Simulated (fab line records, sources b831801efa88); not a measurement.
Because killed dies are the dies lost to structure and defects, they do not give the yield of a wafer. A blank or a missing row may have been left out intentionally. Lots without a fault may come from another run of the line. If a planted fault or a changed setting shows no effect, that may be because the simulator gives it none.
fab line records	flow sky130
record: lots: 14	wafers: 41	last-day: 50
route steps=708 shown POLY_GATE@227 LDD_HVN@270 PAD_OPEN@708
lots untouched by any fault: they come from a run of this same line in which no faults occurred
start-h: start of the lot's first displayed wafer, in hours after the record's first day	wait-h: hours elapsed since this lot's preceding step	" repeats the value in the row above	L1.1+2: several wafers, shown together as one row	- value missing, or start not given	* or withheld: withheld	< > ~ a bound
route shown NAME@n: names a module that has steps shown in the file, with the first one's number in the route	usual: mean and standard deviation over wafers with no fault	same: alike in all rows	chamber/n: place in a boat	sites: readings site by site	_std_site: the standard deviation of these	_edge_site: mean of outer sites minus mean of inner sites	radius-mm: for every site, how far away it sits from the centre of the wafer	mask NAME#n: copy n	behind: tool/chamber where the wafer was last shaped	hold: what put the lot on hold/how long, in hours/how the hold closed	device: which transistor (n, p or np) failed to switch	end of line: the route-end tests of the same wafers	step lacking rows: just its recipe	killed: dies lost to structure and defects at the first sort, not the wafer's yield	map: dies across one wafer; x = killed, . = not, _ = none there
set.NAME: the setting that was run; set.NAME@STEP: the one run at that earlier step	model.NAME: the simulator's own value behind a step, which no gauge read
one table for each step of the route and one row for each wafer, over a sample of lots
services: when a tool's chamber went out of use (start-h, in hours from the record's first day, below 0 if earlier), for how many hours, and the reason
== steps ==
step: SKY_POLY_GATE_CD_MEAS_13
recipe: target-cd-nm: 150
usual: cd-nm: 149.9/1.4
lot.wafer	tool	chamber	start-h	wait-h	cd-nm
L787.1	cd-sem-01	-	376.82	-	152.1
L787.4	"	-	"	"	151.8
L787.6	"	-	"	"	151.4
L788.1	cd-sem-01	-	385.54	-	148.4
L788.3	"	-	"	"	149.4
L788.5	"	-	"	"	147.8
L790.1	cd-sem-02	-	397.19	-	148.3
L790.5	"	-	"	"	148.9
L790.6	"	-	"	"	151.3
L791.2	cd-sem-02	-	406.01	-	150.9
L791.3	"	-	"	"	151.7
L791.6	"	-	"	"	152.8
L795.2	cd-sem-02	-	444.86	-	150.0
L795.4	"	-	"	"	148.2
L795.6	"	-	"	"	149.9
L796.5	cd-sem-01	-	447.70	-	148.7
L796.6	"	-	"	"	148.9
L800.2	cd-sem-01	-	481.56	-	149.9
L800.5	"	-	"	"	150.1
L800.6	"	-	"	"	150.6
L801.1	cd-sem-02	-	495.14	-	149.0
L801.2	"	-	"	"	150.2
L801.3	"	-	"	"	148.4
L803.3	cd-sem-02	-	512.83	-	152.0
L803.5	"	-	"	"	150.6
L803.6	"	-	"	"	151.2
L804.1	cd-sem-02	-	517.49	-	150.7
L804.2	"	-	"	"	151.2
L804.3	"	-	"	"	149.2
L805.1	cd-sem-01	-	520.99	-	148.5
L805.2	"	-	"	"	148.1
L805.6	"	-	"	"	148.2
L807.1	cd-sem-02	-	542.57	-	148.1
L807.2	"	-	"	"	146.6
L807.5	"	-	"	"	148.8
L808.1	cd-sem-01	-	547.64	-	152.8
L808.2	"	-	"	"	150.9
L808.5	"	-	"	"	150.8
L810.1	cd-sem-01	-	569.44	-	149.3
L810.3	"	-	"	"	149.9
L810.5	"	-	"	"	149.3
step: SKY_POLY_GATE_STRIP_18
recipe: chemistry: O2/N2	power-w: 1400	pressure-mtorr: 1500	platen-temp-c: withheld	o2-flow-sccm: 3000	n2-flow-sccm: 300	overash-fraction: 0.5
usual: drypump-motor-current-A: 5.70/0.22	o2-flow-sccm: 3002/9.2	oes-product-au: 0.361/0.0045	strip-time-to-endpoint-s: 3.18/0.034
lot.wafer	tool	chamber	start-h	wait-h	drypump-motor-current-A	o2-flow-sccm	oes-product-au	rf-hours-counter-h	strip-time-to-endpoint-s
L787.1	plasma-asher-02	1	377.22	0.0	5.32	2982	0.355	71	3.20
L787.4	"	1	"	"	5.29	3003	0.368	-	3.21
L787.6	"	0	"	"	5.76	2997	0.356	-	3.13
L788.1	plasma-asher-01	1	385.93	0.0	6.01	3012	0.365	68	3.14
L788.3	"	1	"	"	6.01	3018	0.362	-	3.10
L788.5	"	1	"	"	6.00	3017	0.352	-	3.12
L790.1	plasma-asher-04	1	397.58	0.0	5.83	2999	0.359	26	3.16
L790.5	"	1	"	"	5.86	3003	0.365	-	3.17
L790.6	"	0	"	"	5.69	2999	0.364	-	3.16
L791.2	plasma-asher-04	1	406.38	0.0	5.83	2999	0.364	27	3.19
L791.3	"	0	"	"	5.71	3006	0.361	-	3.23
L791.6	"	0	"	"	5.71	3002	0.356	-	3.19
L795.2	plasma-asher-04	0	445.23	0.0	5.72	3016	0.355	32	3.12
L795.4	"	0	"	"	5.72	3004	0.363	-	3.16
L795.6	"	0	"	"	5.73	3003	0.362	-	3.16
L796.5	plasma-asher-04	1	448.08	0.1	5.84	2993	0.359	-	3.17
L796.6	"	0	"	"	5.63	3005	0.361	-	3.24
L800.2	plasma-asher-02	0	481.93	0.0	5.78	2996	0.367	82	3.19
L800.5	"	1	"	"	5.32	3010	0.353	-	3.19
L800.6	"	0	"	"	5.75	3006	0.360	-	3.21
L801.1	plasma-asher-01	1	495.53	0.0	6.00	3015	0.355	6	3.17
L801.2	"	0	"	"	5.44	2990	0.353	6	3.13
L801.3	"	0	"	"	5.43	3003	0.355	-	3.15
L803.3	plasma-asher-02	1	513.21	0.1	5.32	2998	0.366	-	3.20
L803.5	"	1	"	"	5.33	3023	0.365	-	3.17
L803.6	"	0	"	"	5.74	2990	0.362	-	3.21
L804.1	plasma-asher-04	1	517.97	0.0	5.85	3003	0.359	39	3.22
L804.2	"	0	"	"	5.68	3006	0.362	39	3.20
L804.3	"	0	"	"	5.69	3011	0.365	-	3.19
L805.1	plasma-asher-04	0	521.38	0.0	5.69	3014	0.360	40	3.24
L805.2	"	1	"	"	5.87	3004	0.363	40	3.21
L805.6	"	0	"	"	5.70	3009	0.361	-	3.18
L807.1	plasma-asher-01	1	542.97	0.0	6.00	2995	0.364	11	3.20
L807.2	"	0	"	"	5.41	2994	0.363	11	3.20
L807.5	"	0	"	"	5.44	3001	0.359	-	3.16
L808.1	plasma-asher-04	1	548.03	0.0	5.85	3003	0.354	42	3.13
L808.2	"	0	"	"	5.70	3008	0.361	42	3.18
L808.5	"	1	"	"	5.85	3001	0.362	-	3.10
L810.1	plasma-asher-01	0	569.83	0.0	5.43	2996	0.359	13	3.14
L810.3	"	0	"	"	5.44	3010	0.355	-	3.17
L810.5	"	0	"	"	5.44	3024	0.364	-	3.19
step: SKY_POLY_GATE_CD_MEAS_22
usual: cd-nm: 148.8/2.3
lot.wafer	tool	chamber	start-h	wait-h	cd-nm
L787.1	cd-sem-01	-	379.47	0.1	154.3
L787.4	"	-	"	"	152.3
L787.6	"	-	"	"	148.9
L788.1	cd-sem-01	-	388.58	0.1	147.6
L788.3	"	-	"	"	148.4
L788.5	"	-	"	"	147.0
L790.1	cd-sem-02	-	399.04	0.1	149.2
L790.5	"	-	"	"	148.9
L790.6	"	-	"	"	149.2
L791.2	cd-sem-02	-	408.64	0.1	150.0
L791.3	"	-	"	"	151.5
L791.6	"	-	"	"	152.1
L795.2	cd-sem-01	-	448.76	0.1	146.6
L795.4	"	-	"	"	150.4
L795.6	"	-	"	"	147.0
L796.5	cd-sem-02	-	451.62	0.1	146.5
L796.6	"	-	"	"	145.8
L800.2	cd-sem-01	-	483.59	0.2	148.7
L800.5	"	-	"	"	149.0
L800.6	"	-	"	"	147.7
L801.1	cd-sem-02	-	496.99	0.1	146.0
L801.2	"	-	"	"	149.9
L801.3	"	-	"	"	149.7
L803.3	cd-sem-01	-	516.24	0.1	150.8
L803.5	"	-	"	"	146.3
L803.6	"	-	"	"	148.4
L804.1	cd-sem-01	-	519.51	0.1	148.3
L804.2	"	-	"	"	148.3
L804.3	"	-	"	"	144.6
L805.1	cd-sem-01	-	522.84	0.1	147.1
L805.2	"	-	"	"	145.8
L805.6	"	-	"	"	146.4
L807.1	cd-sem-02	-	545.31	0.1	143.0
L807.2	"	-	"	"	144.0
L807.5	"	-	"	"	149.6
L808.1	cd-sem-01	-	549.49	0.1	154.7
L808.2	"	-	"	"	150.6
L808.5	"	-	"	"	151.3
L810.1	cd-sem-02	-	572.31	0.1	150.5
L810.3	"	-	"	"	146.8
L810.5	"	-	"	"	146.6
step: SKY_LDD_HVN_SOFTBAKE_03
recipe: temp-c: 90	time-s: 60	resist: NOVOLAK
usual: heater-power-total-W: 56.60/0.044	run-length-s: 89.08/0.2
lot.wafer	tool	chamber	start-h	wait-h	heater-power-total-W	run-length-s
L787.1	litho-track-01	0	455.74	0.1	56.52	89.16
L787.4	"	0	"	"	56.61	89.21
L787.6	"	0	"	"	56.51	89.12
L788.1	litho-track-03	0	464.52	0.1	56.60	89.03
L788.3	"	0	"	"	56.53	89.17
L788.5	"	0	"	"	56.65	89.09
L790.1	litho-track-03	0	477.07	0.1	56.61	89.03
L790.5	"	0	"	"	56.63	89.07
L790.6	"	0	"	"	56.50	89.16
L791.2	litho-track-03	0	485.35	0.1	57.03	87.28
L791.3	"	0	"	"	56.62	88.98
L791.6	"	0	"	"	56.65	89.30
L795.2	litho-track-03	0	526.90	0.1	57.02	87.62
L795.4	"	0	"	"	56.63	89.18
L795.6	"	0	"	"	56.60	89.04
L796.5	litho-track-03	0	529.07	0.1	57.11	87.29
L796.6	"	0	"	"	56.51	89.26
L800.2	litho-track-02	0	560.45	0.1	56.63	88.85
L800.5	"	0	"	"	56.58	88.70
L800.6	"	0	"	"	56.61	88.69
L801.1	litho-track-01	0	572.79	0.1	56.56	89.35
L801.2	"	0	"	"	56.64	89.08
L801.3	"	0	"	"	56.61	89.11
L803.3	litho-track-03	0	592.42	0.1	56.67	89.12
L803.5	"	0	"	"	56.60	89.14
L803.6	"	0	"	"	56.60	89.33
L804.1	litho-track-03	0	595.22	0.1	56.67	88.98
L804.2	"	0	"	"	56.66	89.02
L804.3	"	0	"	"	56.57	89.28
L805.1	litho-track-03	0	597.97	0.1	56.57	89.05
L805.2	"	0	"	"	56.63	89.10
L805.6	"	0	"	"	56.61	89.26
L807.1	litho-track-03	0	619.42	0.1	56.54	89.19
L807.2	"	0	"	"	56.68	89.30
L807.5	"	0	"	"	56.62	89.23
L808.1	litho-track-03	0	624.27	0.1	56.48	89.12
L808.2	"	0	"	"	56.60	89.26
L808.5	"	0	"	"	56.58	89.01
L810.1	litho-track-01	0	645.29	0.1	56.61	89.05
L810.3	"	0	"	"	56.65	89.26
L810.5	"	0	"	"	56.66	89.28
step: SKY_PAD_OPEN_PROBE_99
usual: killed_at_M0_to_M3: 44/7	killed_at_M4_up: 3.1/1.8	killed-at-contacts: 25/5.1	killed-at-front-end: 15/4.3	killed-at-other: 0.3/0.61	killed-dies: 87/9.8	killed-open: 48/7	killed-short: 38/6.3
same: gross-dies: 492	killed-at-back-side: 0
lot.wafer	tool	chamber	start-h	wait-h	killed_at_M0_to_M3	killed_at_M4_up	killed-at-contacts	killed-at-front-end	killed-at-other	killed-dies	killed-open	killed-short
L787.1	prober-02	-	1080.50	0.1	45	1	23	12	3	84	39	42
L787.4	prober-02	-	1080.65	0.2	50	3	18	23	0	94	51	43
L787.6	prober-02	-	1080.75	0.2	43	6	24	21	1	95	49	46
L788.1	prober-01	-	1090.00	0.1	55	4	28	15	0	102	59	43
L788.3	prober-01	-	1090.10	0.2	50	5	23	17	0	95	54	41
L788.5	prober-01	-	1090.20	0.2	42	2	26	19	0	89	42	47
L790.1	prober-01	-	1093.39	0.1	63	1	22	23	3	112	61	50
L790.5	prober-01	-	1093.59	0.2	34	3	28	24	1	90	46	43
L790.6	prober-01	-	1093.64	0.2	42	3	24	6	1	76	50	26
L791.2	prober-02	-	1100.22	0.1	42	4	24	20	0	90	49	41
L791.3	prober-02	-	1100.27	0.2	30	3	22	14	0	69	35	34
L791.6	prober-02	-	1100.42	0.2	47	2	19	11	2	81	40	41
L795.2	prober-02	-	1127.79	0.1	36	4	23	23	0	86	46	40
L795.4	prober-02	-	1127.89	0.2	51	5	23	18	1	98	61	37
L795.6	prober-02	-	1127.99	0.2	34	4	28	22	0	88	45	43
L796.5	prober-01	-	1129.66	0.2	40	5	22	14	0	81	43	38
L796.6	prober-01	-	1129.71	0.2	43	6	19	15	1	84	46	37
L800.2	prober-01	-	1150.92	0.1	42	3	35	16	1	97	49	48
L800.5	prober-01	-	1151.07	0.2	42	4	28	12	0	86	47	39
L800.6	prober-01	-	1151.12	0.2	44	5	23	16	0	88	56	32
L801.1	prober-02	-	1154.54	0.1	41	2	23	20	0	86	39	47
L801.2	prober-02	-	1154.59	0.1	44	4	22	17	1	88	45	41
L801.3	prober-02	-	1154.64	0.2	36	4	26	14	0	80	48	31
L803.3	prober-02	-	1168.54	0.2	51	3	25	13	0	92	50	42
L803.5	prober-02	-	1168.64	0.2	39	4	27	12	1	83	43	40
L803.6	prober-02	-	1168.69	0.2	47	8	29	18	3	105	52	53
L804.1	prober-01	-	1170.74	0.1	36	1	31	17	0	85	41	43
L804.2	prober-01	-	1170.79	0.1	44	6	25	22	1	98	54	44
L804.3	prober-01	-	1170.84	0.2	48	2	25	19	0	94	54	39
L805.1	prober-02	-	1172.19	0.1	40	1	20	17	0	78	51	27
L805.2	prober-02	-	1172.24	0.1	51	2	39	13	0	105	62	43
L805.6	prober-02	-	1172.44	0.2	30	4	19	10	0	63	37	26
L807.1	prober-02	-	1186.00	0.1	41	5	24	16	0	86	45	41
L807.2	prober-02	-	1186.05	0.1	39	4	25	17	1	86	44	42
L807.5	prober-02	-	1186.20	0.2	32	3	24	20	0	79	45	34
L808.1	prober-01	-	1189.62	0.1	40	5	14	5	0	64	35	29
L808.2	prober-01	-	1189.67	0.1	50	2	19	19	0	90	47	43
L808.5	prober-01	-	1189.82	0.2	46	8	25	15	0	94	52	42
L810.1	prober-01	-	1196.04	0.1	48	3	29	16	1	97	53	44
L810.3	prober-01	-	1196.14	0.2	47	4	34	15	0	100	58	40
L810.5	prober-01	-	1196.24	0.2	35	5	24	12	0	76	45	30
killed by level:class
L787.1 CONTACT:geometric-particle:open=12 VIA3:geometric-particle:short=9 METAL2:geometric-particle:short=7 VIA2:geometric-particle:open=7 VIA1:geometric-particle:open=6 FIELD_ISO:geometric-particle:short=5 LOCAL_INTERCONNECT:geometric-particle:short=5 VIA3:geometric-particle:open=5
L787.4 VIA2:geometric-particle:open=11 CONTACT:geometric-particle:open=10 VIA1:geometric-particle:short=7 METAL2:geometric-particle:short=7 POLY_GATE:geometric-particle:short=6 POLY_GATE:geometric-particle:open=5 LI_CONTACT:geometric-particle:open=5 VIA1:geometric-particle:open=5
L787.6 LI_CONTACT:geometric-particle:open=9 CONTACT:geometric-particle:open=9 VIA2:geometric-particle:open=6 VIA2:geometric-particle:short=6 VIA3:geometric-particle:open=6 FIELD_ISO:geometric-particle:short=5 FIELD_ISO:geometric-particle:open=5 VIA1:geometric-particle:open=5
L788.1 VIA1:geometric-particle:open=14 METAL1:geometric-particle:short=10 CONTACT:geometric-particle:open=9 LI_CONTACT:geometric-particle:open=8 VIA3:geometric-particle:open=8 VIA2:geometric-particle:open=7 FIELD_ISO:geometric-particle:open=5 FIELD_ISO:geometric-particle:short=4
L788.3 VIA1:geometric-particle:open=19 METAL1:geometric-particle:short=9 LI_CONTACT:geometric-particle:open=8 CONTACT:geometric-particle:open=8 FIELD_ISO:geometric-particle:open=7 CONTACT:geometric-particle:short=6 VIA1:geometric-particle:short=6 METAL2:geometric-particle:short=6
L788.5 VIA3:geometric-particle:open=8 VIA1:geometric-particle:open=8 POLY_GATE:geometric-particle:open=7 LI_CONTACT:geometric-particle:short=7 CONTACT:geometric-particle:open=6 CONTACT:geometric-particle:short=6 VIA1:geometric-particle:short=5 POLY_GATE:geometric-particle:short=4
L790.1 VIA1:geometric-particle:open=12 VIA3:geometric-particle:open=9 LI_CONTACT:geometric-particle:open=8 METAL1:geometric-particle:short=8 CONTACT:geometric-particle:open=7 VIA2:geometric-particle:open=7 POLY_GATE:geometric-particle:short=6 METAL3:geometric-particle:short=6
L790.5 CONTACT:geometric-particle:open=9 METAL1:geometric-particle:short=7 VIA1:geometric-particle:open=7 FIELD_ISO:geometric-particle:short=6 LI_CONTACT:geometric-particle:open=6 LOCAL_INTERCONNECT:geometric-particle:short=6 FIELD_ISO:geometric-particle:open=5 VIA3:geometric-particle:open=5
L790.6 CONTACT:geometric-particle:open=12 VIA1:geometric-particle:open=11 VIA3:geometric-particle:open=9 LI_CONTACT:geometric-particle:open=6 VIA2:geometric-particle:open=5 FIELD_ISO:geometric-particle:short=3 LOCAL_INTERCONNECT:geometric-particle:short=3 METAL2:geometric-particle:open=3
L791.2 CONTACT:geometric-particle:open=11 VIA1:geometric-particle:open=9 FIELD_ISO:geometric-particle:open=7 METAL1:geometric-particle:short=7 VIA2:geometric-particle:open=6 CONTACT:geometric-particle:short=6 LI_CONTACT:geometric-particle:open=5 VIA3:geometric-particle:open=5
L791.3 CONTACT:geometric-particle:open=10 LI_CONTACT:geometric-particle:open=6 METAL1:geometric-particle:short=6 METAL2:geometric-particle:short=5 VIA3:geometric-particle:open=5 VIA2:geometric-particle:open=4 VIA3:geometric-particle:short=4 FIELD_ISO:geometric-particle:short=3
L791.6 VIA1:geometric-particle:open=11 CONTACT:geometric-particle:open=9 VIA3:geometric-particle:open=8 POLY_GATE:geometric-particle:short=6 VIA2:geometric-particle:short=6 METAL1:geometric-particle:short=5 VIA1:geometric-particle:short=5 LI_CONTACT:geometric-particle:open=4
L795.2 VIA1:geometric-particle:open=11 CONTACT:geometric-particle:open=9 FIELD_ISO:geometric-particle:short=6 FIELD_ISO:geometric-particle:open=5 LI_CONTACT:geometric-particle:open=5 METAL1:geometric-particle:short=5 METAL2:geometric-particle:short=5 CONTACT:geometric-particle:short=4
L795.4 VIA1:geometric-particle:open=16 CONTACT:geometric-particle:open=12 VIA2:geometric-particle:open=7 VIA3:geometric-particle:open=6 FIELD_ISO:geometric-particle:open=5 LI_CONTACT:geometric-particle:open=5 METAL1:geometric-particle:short=5 VIA1:geometric-particle:short=4
L795.6 CONTACT:geometric-particle:open=9 VIA1:geometric-particle:open=9 LOCAL_INTERCONNECT:geometric-particle:short=6 FIELD_ISO:geometric-particle:short=5 POLY_GATE:geometric-particle:short=5 VIA2:geometric-particle:open=5 FIELD_ISO:geometric-particle:open=4 LI_CONTACT:geometric-particle:short=4
L796.5 VIA1:geometric-particle:open=11 VIA2:geometric-particle:open=9 CONTACT:geometric-particle:open=7 LI_CONTACT:geometric-particle:short=5 LI_CONTACT:geometric-particle:open=5 VIA1:geometric-particle:short=5 POLY_GATE:geometric-particle:short=4 CONTACT:geometric-particle:short=4
L796.6 VIA2:geometric-particle:open=12 VIA1:geometric-particle:open=8 LI_CONTACT:geometric-particle:open=7 VIA1:geometric-particle:short=7 CONTACT:geometric-particle:open=6 FIELD_ISO:geometric-particle:short=5 POLY_GATE:geometric-particle:short=4 VIA2:geometric-particle:short=4
L800.2 LI_CONTACT:geometric-particle:open=12 CONTACT:geometric-particle:open=12 METAL1:geometric-particle:short=8 VIA1:geometric-particle:open=7 CONTACT:geometric-particle:short=6 VIA3:geometric-particle:open=6 VIA2:geometric-particle:open=5 POLY_GATE:geometric-particle:short=5
L800.5 CONTACT:geometric-particle:open=10 LI_CONTACT:geometric-particle:open=9 CONTACT:geometric-particle:short=8 VIA3:geometric-particle:open=7 METAL2:geometric-particle:short=7 VIA1:geometric-particle:open=6 FIELD_ISO:geometric-particle:open=5 VIA1:geometric-particle:short=5
L800.6 VIA1:geometric-particle:open=11 VIA1:geometric-particle:short=7 VIA3:geometric-particle:open=7 POLY_GATE:geometric-particle:open=6 LI_CONTACT:geometric-particle:open=6 CONTACT:geometric-particle:open=6 METAL1:geometric-particle:short=5 VIA2:geometric-particle:open=5
L801.1 CONTACT:geometric-particle:short=8 VIA1:geometric-particle:open=7 VIA2:geometric-particle:open=7 POLY_GATE:geometric-particle:short=6 VIA3:geometric-particle:open=6 FIELD_ISO:geometric-particle:short=5 POLY_GATE:geometric-particle:open=5 LI_CONTACT:geometric-particle:open=5
L801.2 VIA1:geometric-particle:short=9 CONTACT:geometric-particle:open=8 METAL1:geometric-particle:short=7 VIA1:geometric-particle:open=7 VIA2:geometric-particle:open=7 FIELD_ISO:geometric-particle:short=6 LOCAL_INTERCONNECT:geometric-particle:short=5 LI_CONTACT:geometric-particle:short=4
L801.3 CONTACT:geometric-particle:open=12 VIA1:geometric-particle:open=8 VIA3:geometric-particle:open=8 VIA2:geometric-particle:open=6 POLY_GATE:geometric-particle:short=4 LI_CONTACT:geometric-particle:short=4 CONTACT:geometric-particle:short=4 VIA1:geometric-particle:short=4
L803.3 CONTACT:geometric-particle:open=10 CONTACT:geometric-particle:short=9 VIA1:geometric-particle:open=9 VIA2:geometric-particle:open=7 METAL2:geometric-particle:short=7 VIA3:geometric-particle:open=6 LI_CONTACT:geometric-particle:open=5 METAL1:geometric-particle:short=5
L803.5 CONTACT:geometric-particle:open=11 LI_CONTACT:geometric-particle:open=8 VIA1:geometric-particle:short=8 CONTACT:geometric-particle:short=6 VIA2:geometric-particle:open=5 VIA1:geometric-particle:open=5 FIELD_ISO:geometric-particle:open=4 VIA2:geometric-particle:short=4
L803.6 VIA1:geometric-particle:open=13 CONTACT:geometric-particle:open=11 METAL1:geometric-particle:short=8 LI_CONTACT:geometric-particle:short=7 METAL4:geometric-particle:short=7 METAL2:geometric-particle:short=7 FIELD_ISO:geometric-particle:open=6 LI_CONTACT:geometric-particle:open=5
L804.1 CONTACT:geometric-particle:open=13 CONTACT:geometric-particle:short=7 VIA2:geometric-particle:open=6 LI_CONTACT:geometric-particle:open=5 METAL1:geometric-particle:short=5 POLY_GATE:geometric-particle:short=5 VIA1:geometric-particle:open=5 METAL3:geometric-particle:short=5
L804.2 FIELD_ISO:geometric-particle:open=9 VIA2:geometric-particle:open=8 LI_CONTACT:geometric-particle:open=7 VIA3:geometric-particle:open=7 POLY_GATE:geometric-particle:open=6 LOCAL_INTERCONNECT:geometric-particle:short=6 VIA1:geometric-particle:open=6 CONTACT:geometric-particle:open=5
L804.3 VIA1:geometric-particle:open=13 VIA2:geometric-particle:open=10 FIELD_ISO:geometric-particle:short=7 LOCAL_INTERCONNECT:geometric-particle:short=6 CONTACT:geometric-particle:open=6 VIA3:geometric-particle:open=6 LI_CONTACT:geometric-particle:open=5 METAL2:geometric-particle:short=5
L805.1 LI_CONTACT:geometric-particle:open=8 VIA2:geometric-particle:open=8 FIELD_ISO:geometric-particle:open=7 VIA3:geometric-particle:open=7 CONTACT:geometric-particle:open=7 VIA1:geometric-particle:open=6 VIA1:geometric-particle:short=6 CONTACT:geometric-particle:short=4
L805.2 VIA1:geometric-particle:open=14 VIA2:geometric-particle:open=12 CONTACT:geometric-particle:open=11 LI_CONTACT:geometric-particle:open=9 LI_CONTACT:geometric-particle:short=8 METAL2:geometric-particle:short=7 CONTACT:geometric-particle:short=6 POLY_GATE:geometric-particle:open=4
L805.6 VIA1:geometric-particle:open=10 CONTACT:geometric-particle:open=7 LI_CONTACT:geometric-particle:open=6 FIELD_ISO:geometric-particle:short=4 CONTACT:geometric-particle:short=4 VIA1:geometric-particle:short=4 VIA2:geometric-particle:open=4 VIA3:geometric-particle:open=4
L807.1 VIA1:geometric-particle:open=10 METAL2:geometric-particle:short=8 LI_CONTACT:geometric-particle:open=7 VIA3:geometric-particle:open=7 CONTACT:geometric-particle:short=6 CONTACT:geometric-particle:open=6 METAL1:geometric-particle:short=6 POLY_GATE:geometric-particle:short=5
L807.2 VIA1:geometric-particle:open=11 CONTACT:geometric-particle:open=8 VIA2:geometric-particle:open=8 METAL2:geometric-particle:short=6 POLY_GATE:geometric-particle:short=6 LOCAL_INTERCONNECT:geometric-particle:short=6 FIELD_ISO:geometric-particle:open=4 LI_CONTACT:geometric-particle:short=4
L807.5 CONTACT:geometric-particle:open=12 LI_CONTACT:geometric-particle:open=6 METAL1:geometric-particle:short=6 VIA2:geometric-particle:open=6 VIA3:geometric-particle:open=5 FIELD_ISO:geometric-particle:short=4 POLY_GATE:geometric-particle:short=4 VIA3:geometric-particle:short=4
L808.1 VIA1:geometric-particle:open=13 METAL2:geometric-particle:short=10 LI_CONTACT:geometric-particle:open=8 VIA3:geometric-particle:open=7 METAL4:geometric-particle:short=4 POLY_GATE:geometric-particle:open=3 METAL1:geometric-particle:short=3 POLY_GATE:geometric-particle:short=2
L808.2 VIA1:geometric-particle:open=11 VIA3:geometric-particle:open=8 FIELD_ISO:geometric-particle:open=7 VIA1:geometric-particle:short=7 CONTACT:geometric-particle:open=6 METAL2:geometric-particle:short=5 CONTACT:geometric-particle:short=4 METAL1:geometric-particle:short=4
L808.5 VIA1:geometric-particle:open=10 CONTACT:geometric-particle:open=9 LI_CONTACT:geometric-particle:open=8 METAL2:geometric-particle:short=7 VIA3:geometric-particle:open=7 VIA2:geometric-particle:open=5 METAL4:geometric-particle:short=5 FIELD_ISO:geometric-particle:open=4
L810.1 LI_CONTACT:geometric-particle:open=11 VIA1:geometric-particle:open=11 CONTACT:geometric-particle:open=10 VIA2:geometric-particle:open=9 METAL3:geometric-particle:short=8 FIELD_ISO:geometric-particle:short=5 POLY_GATE:geometric-particle:short=5 VIA3:geometric-particle:short=5
L810.3 LI_CONTACT:geometric-particle:open=14 VIA2:geometric-particle:open=10 VIA3:geometric-particle:open=9 METAL1:geometric-particle:short=7 VIA1:geometric-particle:open=7 FIELD_ISO:geometric-particle:open=5 LOCAL_INTERCONNECT:geometric-particle:short=5 CONTACT:geometric-particle:open=5
L810.5 LI_CONTACT:geometric-particle:open=8 VIA2:geometric-particle:open=8 CONTACT:geometric-particle:short=6 CONTACT:geometric-particle:open=6 VIA1:geometric-particle:open=6 METAL1:geometric-particle:short=5 POLY_GATE:geometric-particle:open=4 POLY_GATE:geometric-particle:short=3
== services ==
tool	chamber	start-h	hours	kind
plasma-asher-02	-	396.06	4.0	repair
plasma-asher-02	-	406.49	1.7	repair
plasma-asher-01	-	421.25	9.0	pm
plasma-asher-01	0	421.25	9.0	vent-cycle
plasma-asher-01	1	421.25	9.0	vent-cycle
plasma-asher-01	0	430.25	-	clean
plasma-asher-01	1	430.25	-	clean
plasma-asher-02	-	601.23	1.3	repair
plasma-asher-04	-	605.54	0.7	repair
plasma-asher-02	-	614.11	12.1	repair
plasma-asher-01	-	639.65	0.9	repair
== key ==
first-sign: step: SKY_LDD_HVN_SOFTBAKE_03	reading: heater-power-total-W	direction: up	sigmas: 10	usual: *	struck: *
effect: step: SKY_LDD_HVN_SOFTBAKE_03	reading: run-length-s	direction: down	sigmas: 8.2	usual: *	struck: *
met-at SKY_LDD_HVN_SOFTBAKE_03
struck-lots L791,L795,L796
struck-wafers L791.2,L795.2,L796.5
tester-left-out L791,L795,L796
not-acting-at SKY_POLY_GATE_CD_MEAS_13,SKY_POLY_GATE_STRIP_18,SKY_POLY_GATE_CD_MEAS_22
onset-between 477.07 485.35
fault: kind: process-parameter-drift	tool: litho-track-03	chamber: -	onset-h: 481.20	steps: SKY_LDD_HVN_SOFTBAKE_03	channel: time-s	offset: *	shape: step	end-h: 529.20	scope: struck-wafers-only	acts-in: *	stated: *
tester-left-out: of these lots the tester's yield and bins aren't shown, on N5 and GAA mostly nor the transistor test; their killed dies are dies lost to structure and defects alone, not to doping, threshold or leakage, so they don't give the yield
